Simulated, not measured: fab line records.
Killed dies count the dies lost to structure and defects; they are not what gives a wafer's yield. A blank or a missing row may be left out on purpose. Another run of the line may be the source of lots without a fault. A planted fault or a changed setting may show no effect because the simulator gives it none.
Split-lot trial | flow sfq line | 23 wafers read from 5 lots, route of 325 steps

THE SPLIT ITSELF
At SFQ_TRILAYER_I7_VIA_LITHO_COAT_187 (resist thk 650 nm), the setting resist thk nm was moved away from the recipe's 650 nm on 7 of the 23 wafers read, by -5.7% to +3.9%. For the rest of the wafers, this setting stayed at what the recipe calls for.

FROM THE SPLIT TO THE READING: what the file shows between them, 4 steps
- SFQ_TRILAYER_I7_VIA_LITHO_SOFTBAKE_191
- SFQ_TRILAYER_I7_VIA_LITHO_EXPOSE_188: exposes mask I7, target cd 1000 nm
- SFQ_TRILAYER_I7_VIA_LITHO_DEVELOP_189: time 60 s
- SFQ_TRILAYER_I7_VIA_BARC_OPEN_VIA_ETCH_260: etches BARC in O2, target depth 125 nm, time 41.7 s

THE READING
KrF_of_TRILAYER_I7_VIA_LITHO_COAT_187.thk nm (the simulator's own value, which no gauge read), in nm, at SFQ_TRILAYER_I7_VIA_ETCH_VIA_ETCH_190 (etches SiO2 in CHF3, stops on Nb, target depth 260 nm). The file gives no usual value for it. Here, 16 wafers ran the recipe; their average is 527.5 nm with a standard deviation of 1.6 nm.

wafer  | tool, chamber at the split | resist thk nm as run, nm | against the recipe | KrF_of_TRILAYER_I7_VIA_LITHO_COAT_187.thk nm, nm | against lot-mates on the recipe
L074.1 | litho track-02, 0          | 650                      | recipe             | 527                                              | -
L074.4 | litho track-02, 0          | 650                      | recipe             | 528.2                                            | -
L074.6 | litho track-02, 0          | 650                      | recipe             | 528                                              | -
L077.1 | litho track-02, 0          | 650                      | recipe             | 528.5                                            | -
L077.2 | litho track-02, 0          | 618.9                    | -4.8%              | 495.2                                            | -31.9
L077.4 | litho track-02, 0          | 618.9                    | -4.8%              | 496.2                                            | -30.9
L077.5 | litho track-02, 0          | 618.9                    | -4.8%              | 495.5                                            | -31.6
L077.6 | litho track-02, 0          | 650                      | recipe             | 525.7                                            | -
L080.1 | litho track-03, 0          | 650                      | recipe             | 527.3                                            | -
L080.2 | litho track-03, 0          | 650                      | recipe             | 529.2                                            | -
L080.3 | litho track-03, 0          | 650                      | recipe             | 525.8                                            | -
L080.5 | litho track-03, 0          | 650                      | recipe             | 527.9                                            | -
L080.6 | litho track-03, 0          | 650                      | recipe             | 527.6                                            | -
L081.2 | litho track-02, 0          | 612.9                    | -5.7%              | 492                                              | -35.3
L081.3 | litho track-02, 0          | 650                      | recipe             | 525.4                                            | -
L081.4 | litho track-02, 0          | 650                      | recipe             | 529.6                                            | -
L081.5 | litho track-02, 0          | 612.9                    | -5.7%              | 491.8                                            | -35.5
L081.6 | litho track-02, 0          | 650                      | recipe             | 527                                              | -
L083.1 | litho track-02, 0          | 675.5                    | +3.9%              | 553.1                                            | +25.4
L083.2 | litho track-02, 0          | 675.5                    | +3.9%              | 548.7                                            | +21.0
L083.3 | litho track-02, 0          | 650                      | recipe             | 524.1                                            | -
L083.4 | litho track-02, 0          | 650                      | recipe             | 529.8                                            | -
L083.6 | litho track-02, 0          | 650                      | recipe             | 529.3                                            | -

THE FIT
A straight line over all 23 wafers: KrF_of_TRILAYER_I7_VIA_LITHO_COAT_187.thk nm changes by +6.33 nm for each +1% of resist thk nm; r = +0.99; the points scatter about the line by 1.7 nm.
The same after taking each lot's own level away (the mean of its wafers on the recipe; 23 wafers): +6.27 nm for each +1%; r = +1.00; scatter 1.7 nm.
That fit puts the effect of the largest move of resist thk nm on the reading at 36 nm.
The span of the lots' own levels, 527.10 to 527.73 nm, comes to 0.4 times the standard deviation stated above.
Hence the lot-to-lot level has little effect on the slope; both slopes agree.
Check: for one of the wafers moved furthest among these (-5.7%), held out of the fit, the line's prediction against its lot-mates is -36.3 nm. Against them it came out at -35.3 nm.

THESE WAFERS: OTHER SPLITS
Note: prior to the reading, these wafers also went through further splits. Each is held against what the fit with the lots' levels taken away leaves over:
other split on the same wafers               | wafers away from the commonest value | r with KrF_of_TRILAYER_I7_VIA_LITHO_COAT_187.thk nm (lot level and that fit taken away)
SFQ_TRILAYER_JJ_CE_LITHO_EXPOSE_115 dose mj  | 8                                    | -0.11
SFQ_TRILAYER_M5_LITHO_COAT_123 spin rpm      | 6                                    | -0.05
SFQ_TRILAYER_R5_LITHO_PEB_139 peb time s     | 4                                    | -0.36
SFQ_TRILAYER_M6_LITHO_COAT_164 resist thk nm | 10                                   | +0.29
SFQ_TRILAYER_M6_LITHO_COAT_159 resist thk nm | 9                                    | +0.11
SFQ_TRILAYER_M6_ETCH_METAL_ETCH_162 icp w    | 6                                    | -0.24

THE WHOLE CHAIN: every reading that the file lists as answering this split, in the file's order
step                                       | what it does                                          | reading                                                                                       | change (the file's fit)              | r (the file's)
SFQ_TRILAYER_I7_VIA_LITHO_COAT_187         | resist thk 650 nm                                     | KrF_of_TRILAYER_I7_VIA_LITHO_COAT_187.thk nm (the simulator's own value, which no gauge read) | +6.54 nm for each +1% of the setting | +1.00
SFQ_TRILAYER_I7_VIA_BARC_OPEN_VIA_ETCH_260 | etches BARC in O2, target depth 125 nm, time 41.7 s   | KrF_of_TRILAYER_I7_VIA_LITHO_COAT_187.thk nm (the simulator's own value, which no gauge read) | +6.41 nm for each +1% of the setting | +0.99
SFQ_TRILAYER_I7_VIA_ETCH_VIA_ETCH_190      | etches SiO2 in CHF3, stops on Nb, target depth 260 nm | KrF_of_TRILAYER_I7_VIA_LITHO_COAT_187.thk nm (the simulator's own value, which no gauge read) | +6.26 nm for each +1% of the setting | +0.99

THE FILE'S OWN FIT
KrF_of_TRILAYER_I7_VIA_LITHO_COAT_187.thk nm changes by +6.26 nm for each +1% of resist thk nm, r = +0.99.
